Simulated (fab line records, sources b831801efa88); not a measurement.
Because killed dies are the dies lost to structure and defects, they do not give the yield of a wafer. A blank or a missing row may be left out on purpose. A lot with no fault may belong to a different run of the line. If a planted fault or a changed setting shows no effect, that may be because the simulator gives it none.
What tool caused it?    flow sky130    24 lots, 72 wafers sampled, at 4 steps of a route of 708

== WHAT EACH GAUGE READ, for each wafer ==
SKY_VIA2_OVL_MEAS_13.
lot   measured      on          VIA2_OVL (nm)
L074  day 37 12:49  overlay-01  -2 -3 0
L075  day 37 17:20  overlay-01  0 5 5
L076  day 38 13:05  overlay-02  -3 1 -2
L077  day 39 04:47  overlay-01  0 11 7
L078  day 39 11:41  overlay-01  3 -1 6
L079  day 39 17:46  overlay-01  -3 -4 -3
L080  day 40 00:04  overlay-01  6 -6 -2
L081  day 40 07:58  overlay-02  -10 0 2
L082  day 40 13:10  overlay-02  1 -10 2
L083  day 41 01:34  overlay-02  -3 -6 -11
L084  day 41 04:52  overlay-01  0 1 -7
L085  day 41 18:46  overlay-01  8 3 0
L086  day 41 20:04  overlay-01  -3 -6 3
L087  day 42 06:32  overlay-02  4 -9 -5
L088  day 42 11:28  overlay-02  -10 -2 -2
L089  day 42 15:22  overlay-01  7 2 5
L090  day 43 02:34  overlay-01  -2 3 -5
L091  day 43 14:34  overlay-02  -13 1 -13
L093  day 43 21:43  overlay-01  3 6 6
L092  day 43 23:34  overlay-01  -9 -10 -19
L094  day 44 03:22  overlay-02  -8 -5 -4
L095  day 44 11:58  overlay-02  5 8 4
L096  day 44 16:02  overlay-02  -9 -9 -11
L097  day 44 20:34  overlay-02  3 -3 -6

== WHAT TOOL EACH LOT RAN ON (gives the tool, then ch and the chambers of the sampled wafers, and finally the start) ==
lot   SKY_VIA1_ETCH_15                   SKY_VIA1_CVD_21               SKY_VIA1_CMP_24
L074  rieDiel-01 ch 0,2,3, day 34 23:56  cvdW-02 ch 1, day 35 00:41    cmp-02 ch 0,1,2, day 35 00:57
L075  rieDiel-04 ch 0,2,3, day 35 05:06  cvdW-01 ch 0,1, day 35 05:48  cmp-02 ch 0,1,2, day 35 06:08
L076  rieDiel-03 ch 0,1,3, day 35 23:31  cvdW-01 ch 0,1, day 36 00:15  cmp-02 ch 0,1, day 36 00:35
L077  rieDiel-03 ch 1,3, day 36 15:15    cvdW-02 ch 0,1, day 36 15:59  cmp-02 ch 0,2, day 36 16:17
L078  rieDiel-03 ch 0,2,3, day 36 21:44  cvdW-01 ch 0,1, day 36 22:29  cmp-02 ch 0,1, day 36 22:43
L079  rieDiel-04 ch 1,2,3, day 37 03:38  cvdW-01 ch 0,1, day 37 04:20  cmp-02 ch 0,2,3, day 37 04:37
L080  rieDiel-04 ch 1,2, day 37 10:26    cvdW-02 ch 1, day 37 11:08    cmp-02 ch 1,2,3, day 37 12:01
L081  rieDiel-03 ch 1,2,3, day 37 18:06  cvdW-02 ch 0,1, day 37 18:48  cmp-02 ch 0,1,3, day 37 19:11
L082  rieDiel-04 ch 0,2,3, day 37 23:44  cvdW-01 ch 0,1, day 38 00:28  cmp-02 ch 0,1,2, day 38 00:50
L083  rieDiel-01 ch 2,3, day 38 12:30    cvdW-02 ch 0,1, day 38 13:12  cmp-02 ch 1,2,3, day 38 13:44
L084  rieDiel-01 ch 1,2,3, day 38 18:08  cvdW-01 ch 0,1, day 38 18:51  cmp-01 ch 2,3, day 38 19:07
L085  rieDiel-03 ch 0,1,3, day 39 08:02  cvdW-01 ch 0,1, day 39 08:47  cmp-01 ch 1,2,3, day 39 09:03
L086  rieDiel-01 ch 1,2,3, day 39 10:17  cvdW-02 ch 0,1, day 39 11:00  cmp-02 ch 0,2,3, day 39 11:16
L087  rieDiel-01 ch 0,1,2, day 39 22:07  cvdW-02 ch 0,1, day 39 22:50  cmp-02 ch 0,1,2, day 39 23:13
L088  rieDiel-04 ch 0,1, day 40 03:14    cvdW-01 ch 0,1, day 40 04:02  cmp-02 ch 0,1,3, day 40 04:25
L089  rieDiel-04 ch 1,3, day 40 07:53    cvdW-02 ch 0,1, day 40 08:38  cmp-02 ch 0,2,3, day 40 08:55
L090  rieDiel-04 ch 1,2,3, day 40 21:29  cvdW-02 ch 0,1, day 40 22:11  cmp-01 ch 0,1,3, day 40 22:34
L091  rieDiel-04 ch 0,2,3, day 41 10:08  cvdW-02 ch 0,1, day 41 10:50  cmp-02 ch 1,2, day 41 11:10
L093  rieDiel-04 ch 2,3, day 41 18:11    cvdW-01 ch 0,1, day 41 18:53  cmp-01 ch 0,1,3, day 41 19:10
L092  rieDiel-03 ch 1,3, day 41 19:59    cvdW-02 ch 0,1, day 41 20:41  cmp-02 ch 1,3, day 41 21:01
L094  rieDiel-03 ch 0,2, day 42 00:39    cvdW-01 ch 0,1, day 42 01:21  cmp-02 ch 0,1,2, day 42 01:43
L095  rieDiel-04 ch 1,3, day 42 08:47    cvdW-02 ch 1, day 42 09:32    cmp-01 ch 1,2, day 42 09:55
L096  rieDiel-01 ch 1,2,3, day 42 14:08  cvdW-02 ch 0,1, day 42 14:50  cmp-02 ch 0,2,3, day 42 15:13
L097  rieDiel-04 ch 1,2, day 42 18:36    cvdW-01 ch 0,1, day 42 19:18  cmp-02 ch 0,1,2, day 42 19:34
- SKY_VIA1_ETCH_15: etches SiO2 in C4F8/O2/Ar, stops on TiN, target depth 351 nm, time 54 s.
- SKY_VIA1_CVD_21: deposits W, target thk 270 nm, time 80.902 s.
- SKY_VIA1_CMP_24: polishes, stops on SiO2, t overpolish 15 s, target thk 0 nm.

== WHAT THE TOOLS THEMSELVES READ (means of the sampled wafers that have a number; where no wafer has one, the mark that the record gives instead) ==
SKY_VIA1_ETCH_15.
lot   tool        oesProductAu (a.u.)
L074  rieDiel-01  0.984
L075  rieDiel-04  0.984
L076  rieDiel-03  0.986
L077  rieDiel-03  0.987
L078  rieDiel-03  0.981
L079  rieDiel-04  0.987
L080  rieDiel-04  0.983
L081  rieDiel-03  0.984
L082  rieDiel-04  0.988
L083  rieDiel-01  0.987
L084  rieDiel-01  0.982
L085  rieDiel-03  0.983
L086  rieDiel-01  0.987
L087  rieDiel-01  0.985
L088  rieDiel-04  0.986
L089  rieDiel-04  0.992
L090  rieDiel-04  0.993
L091  rieDiel-04  0.986
L093  rieDiel-04  0.986
L092  rieDiel-03  0.978
L094  rieDiel-03  0.982
L095  rieDiel-04  0.984
L096  rieDiel-01  0.986
L097  rieDiel-04  0.990

SKY_VIA1_CVD_21.
lot   tool     heaterPowerW (W)
L074  cvdW-02  876
L075  cvdW-01  767
L076  cvdW-01  724
L077  cvdW-02  887
L078  cvdW-01  723
L079  cvdW-01  761
L080  cvdW-02  885
L081  cvdW-02  884
L082  cvdW-01  723
L083  cvdW-02  896
L084  cvdW-01  759
L085  cvdW-01  718
L086  cvdW-02  831
L087  cvdW-02  848
L088  cvdW-01  722
L089  cvdW-02  837
L090  cvdW-02  845
L091  cvdW-02  879
L093  cvdW-01  721
L092  cvdW-02  869
L094  cvdW-01  719
L095  cvdW-02  795
L096  cvdW-02  830
L097  cvdW-01  769

SKY_VIA1_CMP_24.
lot   tool    motorCurrentA (A)  overpolishRunS (s)  timeToEndpointS (s)
L074  cmp-02  10.4               14.996              65.8
L075  cmp-02  10.0               15.000              66.6
L076  cmp-02  10.3               15.002              66.8
L077  cmp-02  10.1               15.007              65.4
L078  cmp-02  10.2               15.005              67.0
L079  cmp-02  10.2               14.997              67.1
L080  cmp-02  10.6               14.998              63.2
L081  cmp-02  10.6               14.996              62.1
L082  cmp-02  10.3               15.003              65.3
L083  cmp-02  10.3               14.998              63.9
L084  cmp-01  10.6               14.996              66.7
L085  cmp-01  10.9               14.997              66.6
L086  cmp-02  10.3               14.998              60.2
L087  cmp-02  10.5               15.001              61.2
L088  cmp-02  10.1               14.998              64.1
L089  cmp-02  9.8                14.989              63.9
L090  cmp-01  11.1               15.004              65.0
L091  cmp-02  10.6               14.994              63.4
L093  cmp-01  11.5               15.001              66.0
L092  cmp-02  10.7               15.002              61.9
L094  cmp-02  10.6               15.005              67.0
L095  cmp-01  10.9               14.992              65.6
L096  cmp-02  10.0               14.995              69.0
L097  cmp-02  10.5               15.008              63.4

== THE ANSWER, worked out from the rows above alone ==
Rule: the lots themselves supply what counts as usual. The widest of any qualifying gaps counts: lots, ordered by their means at a reading, are off when they make up no more than a third of the lots, leave a main group of 4 or more, and stand apart from it by 3 or more times the standard deviation of that group's means. Not used: any main group whose means are identical at the precision the tables above print for the reading. Also off: a lot with no number at a reading for which 4 or more lots have one. Where the step has rows for the other lots, those lots are counted as sound. Order of review: gauges by route order, followed by the tools' own readings, for which a lot's mean as printed above is used. At the first step where some lot is off, the reading lying furthest off is the one used; lots without a number count as furthest.
Nothing can be told from this: no lot is off at any reading shown.

== WHAT THE SIMULATOR HAD INSERTED ==
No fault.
